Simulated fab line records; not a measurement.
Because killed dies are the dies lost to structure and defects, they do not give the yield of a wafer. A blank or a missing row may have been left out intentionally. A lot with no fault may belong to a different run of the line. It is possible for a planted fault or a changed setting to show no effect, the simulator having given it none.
fab line records	flow sky130
record: lots: 11	wafers: 33	last_day: 50
route steps=708 shown NWELL@79 VT_ADJUST_LVTN@106 VT_ADJUST_HVTR@133 PAD_OPEN@708
lots that met no fault: taken from a fault-free run of the same line
start_h: start of the lot's first displayed wafer, in hours after the record's first day	wait_h: how many hours have passed since the lot's step before this one	" identical to the entry in the row above	L1.1+2: a single row standing in for several wafers	- no value, or no start given	* or withheld: withheld	< > ~ a bound
route shown NAME@n: names a module that has steps shown in the file, with the first one's number in the route	usual: average and standard deviation across the fault-free wafers	same: alike in all rows	chamber/n: place in a boat	sites: the reading at each site	_std_site: how widely they spread, as a standard deviation	_edge_site: the outer-site mean with the inner-site mean subtracted	radius_mm: for every site, how far away it sits from the centre of the wafer	mask NAME#n: copy n	behind: the most recent tool/chamber to have shaped the wafer	hold: reason for holding the lot/hours on hold/outcome of the hold	device: the transistor (n, p or np) that didn't switch	end of line: the same wafers' tests at the end of the route	step lacking rows: just its recipe	killed: not the wafer's yield, but the dies lost to structure and defects at the first sort	map: a wafer's dies, marking killed ones x, the rest . and places with no die _
set.NAME: the setting as run; set.NAME@STEP: as run at that earlier step	model.NAME: the simulator's own value behind a step, which no gauge read
steps of the route over a sample of lots; a table a step, a row a wafer
services: the hour from which a tool's chamber was out of use, counted from the record's first day as start_h (under 0 if before that day), plus the number of hours and why
== steps ==
step: SKY_NWELL_TW_MEAS_26
usual: NWELL_2_TW: 499/5.7
lot.wafer	tool	chamber	start_h	wait_h	NWELL_2_TW
L244.1	film_metro-03	-	112.78	0.1	498
L244.4	"	-	"	"	497
L244.5	"	-	"	"	498
L245.2	film_metro-03	-	128.99	0.1	501
L245.4	"	-	"	"	497
L245.5	"	-	"	"	498
L249.1	film_metro-04	-	147.58	0.1	505
L249.2	"	-	"	"	505
L249.5	"	-	"	"	506
L250.1	film_metro-03	-	151.38	0.1	498
L250.2	"	-	"	"	497
L250.4	"	-	"	"	499
L254.1	film_metro-04	-	172.07	0.1	505
L254.3	"	-	"	"	503
L254.5	"	-	"	"	501
L255.1	film_metro-04	-	178.03	0.1	504
L255.3	"	-	"	"	501
L255.6	"	-	"	"	502
L257.2	film_metro-01	-	195.33	0.1	489
L257.5	"	-	"	"	488
L257.6	"	-	"	"	490
L258.3	film_metro-03	-	200.09	0.1	503
L258.5	"	-	"	"	503
L258.6	"	-	"	"	501
L259.3	film_metro-03	-	205.19	0.1	503
L259.4	"	-	"	"	501
L259.6	"	-	"	"	503
L260.2	film_metro-04	-	228.74	0.1	506
L260.4	"	-	"	"	507
L260.5	"	-	"	"	505
L264.2	film_metro-01	-	240.89	0.1	489
L264.3	"	-	"	"	489
L264.6	"	-	"	"	490
step: SKY_VT_ADJUST_LVTN_STRIP_09
recipe: chemistry: O2/N2	power_w: 1400	pressure_mtorr: 1500	platen_temp_c: withheld	o2_flow_sccm: 3000	n2_flow_sccm: 300	overash_fraction: 0.5
usual: chamber_pressure_mTorr: 1500.3/1.4	drypump_motor_current_A: 5.95/0.21	o2_flow_sccm: 2999/9.3	oes_product_au: 0.723/0.0046	strip_time_to_endpoint_s: 36.94/0.11
lot.wafer	tool	chamber	start_h	wait_h	chamber_pressure_mTorr	drypump_motor_current_A	o2_flow_sccm	oes_product_au	rf_hours_counter_h	strip_time_to_endpoint_s
L244.1	plasma_asher-02	1	148.48	0.1	1503.8	5.73	3003	0.715	45	36.90
L244.4	"	0	"	"	1496.9	6.05	2988	0.718	-	36.88
L244.5	"	0	"	"	1500.5	6.06	3002	0.720	-	36.87
L245.2	plasma_asher-04	1	166.23	0.1	1501.0	5.79	2987	0.726	5	36.95
L245.4	"	1	"	"	1501.0	5.82	2993	0.725	-	36.99
L245.5	"	0	"	"	1498.8	6.26	3006	0.725	-	36.95
L249.1	plasma_asher-02	1	188.48	0.1	1499.1	5.75	2984	0.724	48	37.00
L249.2	"	0	"	"	1500.3	6.07	2986	0.726	48	36.97
L249.5	"	1	"	"	1501.7	5.75	3007	0.730	-	36.84
L250.1	plasma_asher-02	1	191.98	0.1	1500.4	5.75	3004	0.729	49	36.85
L250.2	"	0	"	"	1497.9	6.06	2993	0.723	49	36.87
L250.4	"	1	"	"	1500.2	5.75	2992	0.718	-	36.78
L254.1	plasma_asher-04	1	214.18	0.1	1502.0	5.79	2997	0.717	10	36.96
L254.3	"	0	"	"	1497.8	6.27	3002	0.729	-	36.91
L254.5	"	0	"	"	1500.8	6.24	3010	0.719	-	36.83
L255.1	plasma_asher-01	0	222.24	0.1	1497.7	6.08	3005	0.723	40	36.83
L255.3	"	1	"	"	1498.8	5.69	3007	0.728	-	36.77
L255.6	"	1	"	"	1497.8	5.74	3007	0.728	-	36.71
L257.2	plasma_asher-02	1	239.28	0.1	1499.6	5.75	2994	0.726	54	37.00
L257.5	"	1	"	"	1499.7	5.73	2989	0.725	-	36.91
L257.6	"	0	"	"	1502.7	6.05	2990	0.729	-	36.95
L258.3	plasma_asher-04	0	245.16	0.1	1498.4	6.27	2990	0.721	-	37.00
L258.5	"	1	"	"	1500.5	5.82	2983	0.730	-	37.06
L258.6	"	0	"	"	1503.4	6.25	3001	0.720	-	37.07
L259.3	plasma_asher-04	0	249.37	0.1	1502.6	6.24	2992	0.731	-	37.00
L259.4	"	1	"	"	1499.0	5.80	3006	0.725	-	37.21
L259.6	"	0	"	"	1499.1	6.25	3008	0.721	-	37.16
L260.2	plasma_asher-04	1	278.08	0.1	1498.2	5.80	2972	0.724	16	36.87
L260.4	"	1	"	"	1499.0	5.81	2995	0.720	-	36.71
L260.5	"	0	"	"	1499.4	6.24	2981	0.717	-	36.91
L264.2	plasma_asher-02	0	290.72	0.1	1501.6	6.05	2995	0.713	59	36.96
L264.3	"	0	"	"	1501.7	6.06	2993	0.717	-	36.93
L264.6	"	0	"	"	1500.6	6.05	2985	0.719	-	36.84
step: SKY_VT_ADJUST_HVTR_COAT_02
recipe: resist: NOVOLAK	spin_rpm: 3000	resist_thk_nm: 1140
usual: spin_speed_rpm: 3000.5/2.1
lot.wafer	tool	chamber	start_h	wait_h	spin_speed_rpm
L244.1	litho_track-02	0	198.39	0.1	3001.9
L244.4	"	0	"	"	3000.7
L244.5	"	0	"	"	2998.8
L245.2	litho_track-04	0	217.97	0.1	3001.5
L245.4	"	0	"	"	3001.6
L245.5	"	0	"	"	3003.6
L249.1	litho_track-01	0	243.83	0.1	3000.9
L249.2	"	0	"	"	2999.3
L249.5	"	0	"	"	2998.5
L250.1	litho_track-01	0	246.83	0.1	2997.6
L250.2	"	0	"	"	3001.7
L250.4	"	0	"	"	3002.3
L254.1	litho_track-02	0	273.34	0.1	3003.4
L254.3	"	0	"	"	3004.2
L254.5	"	0	"	"	3002.2
L255.1	litho_track-02	0	282.34	0.1	3001.9
L255.3	"	0	"	"	2998.7
L255.6	"	0	"	"	3001.5
L257.2	litho_track-04	0	299.67	0.1	2999.5
L257.5	"	0	"	"	2999.5
L257.6	"	0	"	"	2994.7
L258.3	litho_track-02	0	306.64	0.1	3530.0
L258.5	"	0	"	"	3528.4
L258.6	"	0	"	"	3530.8
L259.3	litho_track-02	0	311.44	0.1	3532.1
L259.4	"	0	"	"	3530.5
L259.6	"	0	"	"	3535.4
L260.2	litho_track-04	0	341.27	0.1	3001.1
L260.4	"	0	"	"	3003.6
L260.5	"	0	"	"	3001.0
L264.2	litho_track-04	0	355.42	0.1	2998.0
L264.3	"	0	"	"	2999.9
L264.6	"	0	"	"	2997.0
step: SKY_VT_ADJUST_HVTR_CD_MEAS_07
recipe: target_cd_nm: 380
usual: cd_nm: 379.3/2.3
lot.wafer	tool	chamber	start_h	wait_h	cd_nm
L244.1	cd_sem-01	-	209.84	0.1	376.8
L244.4	"	-	"	"	375.4
L244.5	"	-	"	"	374.4
L245.2	cd_sem-02	-	228.61	0.1	378.8
L245.4	"	-	"	"	378.0
L245.5	"	-	"	"	380.7
L249.1	cd_sem-01	-	256.14	0.2	379.5
L249.2	"	-	"	"	379.2
L249.5	"	-	"	"	381.8
L250.1	cd_sem-01	-	258.98	0.1	378.4
L250.2	"	-	"	"	379.6
L250.4	"	-	"	"	378.9
L254.1	cd_sem-02	-	285.94	0.1	380.0
L254.3	"	-	"	"	380.1
L254.5	"	-	"	"	381.3
L255.1	cd_sem-01	-	294.64	0.1	383.3
L255.3	"	-	"	"	383.1
L255.6	"	-	"	"	383.2
L257.2	cd_sem-02	-	312.71	0.1	380.0
L257.5	"	-	"	"	379.0
L257.6	"	-	"	"	377.8
L258.3	cd_sem-02	-	319.88	0.1	390.5
L258.5	"	-	"	"	390.6
L258.6	"	-	"	"	391.5
L259.3	cd_sem-01	-	324.40	0.1	389.9
L259.4	"	-	"	"	390.9
L259.6	"	-	"	"	388.8
L260.2	cd_sem-01	-	355.30	0.1	376.8
L260.4	"	-	"	"	380.4
L260.5	"	-	"	"	380.3
L264.2	cd_sem-01	-	370.11	0.1	382.5
L264.3	"	-	"	"	380.3
L264.6	"	-	"	"	379.4
step: SKY_VT_ADJUST_HVTR_STRIP_10
recipe: chemistry: O2/N2	power_w: 1400	pressure_mtorr: 1500	platen_temp_c: withheld	o2_flow_sccm: 3000	n2_flow_sccm: 300	overash_fraction: 0.5
usual: chamber_pressure_mTorr: 1500.2/1.2	drypump_motor_current_A: 5.8/0.33	o2_flow_sccm: 3002/9.5	oes_product_au: 0.716/0.0046	strip_time_to_endpoint_s: 14.18/0.039
lot.wafer	tool	chamber	start_h	wait_h	chamber_pressure_mTorr	drypump_motor_current_A	o2_flow_sccm	oes_product_au	rf_hours_counter_h	strip_time_to_endpoint_s
L244.1	plasma_asher-03	1	210.15	0.1	1499.4	6.1	2991	0.719	52	14.14
L244.4	"	1	"	"	1499.7	6.1	3004	0.720	-	14.15
L244.5	"	0	"	"	1500.7	5.0	3006	0.719	-	14.18
L245.2	plasma_asher-02	1	228.90	0.1	1500.2	5.8	3002	0.721	53	14.17
L245.4	"	0	"	"	1499.9	6.1	3003	0.715	-	14.20
L245.5	"	0	"	"	1499.7	6.1	2999	0.719	-	14.18
L249.1	plasma_asher-03	1	256.44	0.1	1500.5	6.1	3011	0.718	57	14.18
L249.2	"	0	"	"	1498.4	5.0	3006	0.713	57	14.19
L249.5	"	0	"	"	1497.4	5.0	2999	0.713	-	14.21
L250.1	plasma_asher-01	1	259.29	0.1	1501.2	5.7	2997	0.718	44	14.16
L250.2	"	0	"	"	1501.2	6.1	3016	0.716	44	14.19
L250.4	"	1	"	"	1500.1	5.7	2999	0.715	-	14.18
L254.1	plasma_asher-02	0	286.25	0.1	1501.9	6.1	2977	0.712	58	14.27
L254.3	"	1	"	"	1499.4	5.7	3006	0.714	-	14.25
L254.5	"	0	"	"	1500.8	6.1	2977	0.717	-	14.20
L255.1	plasma_asher-02	1	294.94	0.1	1498.0	5.8	2998	0.719	59	14.19
L255.3	"	0	"	"	1501.0	6.1	3001	0.711	-	14.19
L255.6	"	1	"	"	1499.9	5.8	2991	0.721	-	14.22
L257.2	plasma_asher-02	0	312.99	0.1	1499.6	6.1	2994	0.710	61	14.18
L257.5	"	0	"	"	1499.9	6.0	3006	0.718	-	14.18
L257.6	"	1	"	"	1500.0	5.8	2994	0.711	-	14.19
L258.3	plasma_asher-01	1	320.18	0.1	1499.4	5.7	3008	0.703	-	13.15
L258.5	"	1	"	"	1499.9	5.7	3007	0.717	-	13.15
L258.6	"	0	"	"	1502.0	6.1	3002	0.714	-	13.14
L259.3	plasma_asher-02	0	324.70	0.1	1499.5	6.0	3000	0.717	-	13.13
L259.4	"	1	"	"	1499.2	5.8	3008	0.727	-	13.15
L259.6	"	1	"	"	1500.3	5.7	3015	0.712	-	13.12
L260.2	plasma_asher-01	1	355.59	0.1	1499.1	5.7	2995	0.716	53	14.22
L260.4	"	0	"	"	1500.9	6.1	3012	0.719	-	14.21
L260.5	"	0	"	"	1501.6	6.1	3015	0.720	-	14.24
L264.2	plasma_asher-03	0	370.39	0.1	1499.7	5.0	3009	0.717	68	14.22
L264.3	"	0	"	"	1500.5	5.0	3006	0.721	-	14.23
L264.6	"	1	"	"	1498.9	6.1	3001	0.714	-	14.26
step: SKY_VT_ADJUST_HVTR_TW_MEAS_11
usual: VT_ADJUST_HVTR_TW: 212.6/2.8
lot.wafer	tool	chamber	start_h	wait_h	VT_ADJUST_HVTR_TW
L244.1	film_metro-03	-	210.25	0.1	213.8
L244.4	"	-	"	"	212.7
L244.5	"	-	"	"	212.7
L245.2	film_metro-03	-	229.01	0.1	211.7
L245.4	"	-	"	"	211.7
L245.5	"	-	"	"	211.1
L249.1	film_metro-04	-	256.54	0.1	215.2
L249.2	"	-	"	"	215.6
L249.5	"	-	"	"	215.3
L250.1	film_metro-04	-	259.39	0.1	215.8
L250.2	"	-	"	"	214.5
L250.4	"	-	"	"	216.3
L254.1	film_metro-01	-	286.35	0.1	207.6
L254.3	"	-	"	"	206.5
L254.5	"	-	"	"	207.6
L255.1	film_metro-03	-	295.04	0.1	210.6
L255.3	"	-	"	"	210.8
L255.6	"	-	"	"	210.3
L257.2	film_metro-03	-	313.10	0.1	212.8
L257.5	"	-	"	"	211.5
L257.6	"	-	"	"	212.7
L258.3	film_metro-03	-	320.27	0.1	212.9
L258.5	"	-	"	"	211.3
L258.6	"	-	"	"	211.6
L259.3	film_metro-04	-	324.79	0.1	216.1
L259.4	"	-	"	"	214.6
L259.6	"	-	"	"	213.7
L260.2	film_metro-03	-	355.70	0.1	212.1
L260.4	"	-	"	"	211.4
L260.5	"	-	"	"	213.7
L264.2	film_metro-04	-	370.50	0.1	215.9
L264.3	"	-	"	"	214.5
L264.6	"	-	"	"	215.7
step: SKY_PAD_OPEN_PROBE_99
usual: killed_at_M0_to_M3: 43/7.3	killed_at_M4_up: 3.1/1.7	killed_at_contacts: 24/4.7	killed_at_front_end: 15/4.6	killed_at_other: 0.3/0.55	killed_dies: 86/9.7	killed_open: 47/6.7	killed_short: 39/6.5
same: gross_dies: 492	killed_at_back_side: 0
lot.wafer	tool	chamber	start_h	wait_h	killed_at_M0_to_M3	killed_at_M4_up	killed_at_contacts	killed_at_front_end	killed_at_other	killed_dies	killed_open	killed_short
L250.1	prober-01	-	1118.11	0.1	47	4	24	15	0	90	44	46
L250.2	prober-01	-	1118.16	0.1	47	3	25	14	0	89	46	43
L250.4	prober-01	-	1118.26	0.2	32	4	25	15	0	76	37	39
killed by level:class
L250.1 CONTACT:geometric_particle:open=9 VIA1:geometric_particle:open=9 METAL1:geometric_particle:short=7 POLY_GATE:geometric_particle:open=5 VIA1:geometric_particle:short=5 VIA3:geometric_particle:short=5 VIA2:geometric_particle:short=5 LI_CONTACT:geometric_particle:short=4
L250.2 VIA1:geometric_particle:open=12 METAL1:geometric_particle:short=8 VIA2:geometric_particle:open=7 LI_CONTACT:geometric_particle:open=6 CONTACT:geometric_particle:short=6 LOCAL_INTERCONNECT:geometric_particle:short=5 CONTACT:geometric_particle:open=5 POLY_GATE:geometric_particle:open=4
L250.4 VIA1:geometric_particle:open=8 LI_CONTACT:geometric_particle:open=7 LOCAL_INTERCONNECT:geometric_particle:short=7 CONTACT:geometric_particle:open=6 METAL1:geometric_particle:short=6 FIELD_ISO:geometric_particle:short=4 METAL2:geometric_particle:short=4 VIA1:geometric_particle:short=4
== services ==
tool	chamber	start_h	hours	kind
plasma_asher-02	-	148.92	0.8	repair
plasma_asher-01	-	209.20	3.1	repair
plasma_asher-02	-	239.38	2.8	pm
plasma_asher-02	-	308.34	0.6	repair
plasma_asher-02	-	308.88	2.0	repair
plasma_asher-01	-	314.39	4.6	repair
== key ==
first_sign: step: SKY_VT_ADJUST_HVTR_COAT_02	reading: spin_speed_rpm	direction: up	sigmas: 99+	usual: 3000.5	struck: 3531.2
effect: step: SKY_VT_ADJUST_HVTR_CD_MEAS_07	reading: cd_nm	direction: up	sigmas: 4.9	usual: 379.3	struck: 390.3
effect: step: SKY_VT_ADJUST_HVTR_STRIP_10	reading: strip_time_to_endpoint_s	direction: down	sigmas: 26	usual: *	struck: *
met_at SKY_VT_ADJUST_HVTR_COAT_02
struck_lots L258,L259
tester_left_out L258,L259
not_acting_at SKY_NWELL_TW_MEAS_26,SKY_VT_ADJUST_LVTN_STRIP_09,SKY_VT_ADJUST_HVTR_TW_MEAS_11
onset_between 282.34 306.64
fault: kind: process_parameter_drift	tool: litho_track-02	chamber: -	onset_h: 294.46	steps: SKY_VT_ADJUST_HVTR_COAT_02	channel: spin_rpm	offset: 532.89	shape: step	end_h: 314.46	acts_in: these_recipes_only	stated: 3000
tester_left_out: of these lots the tester's yield and bins aren't shown, on N5 and GAA mostly nor the transistor test; their killed dies are dies lost to structure and defects alone, not to doping, threshold or leakage, so they don't give the yield
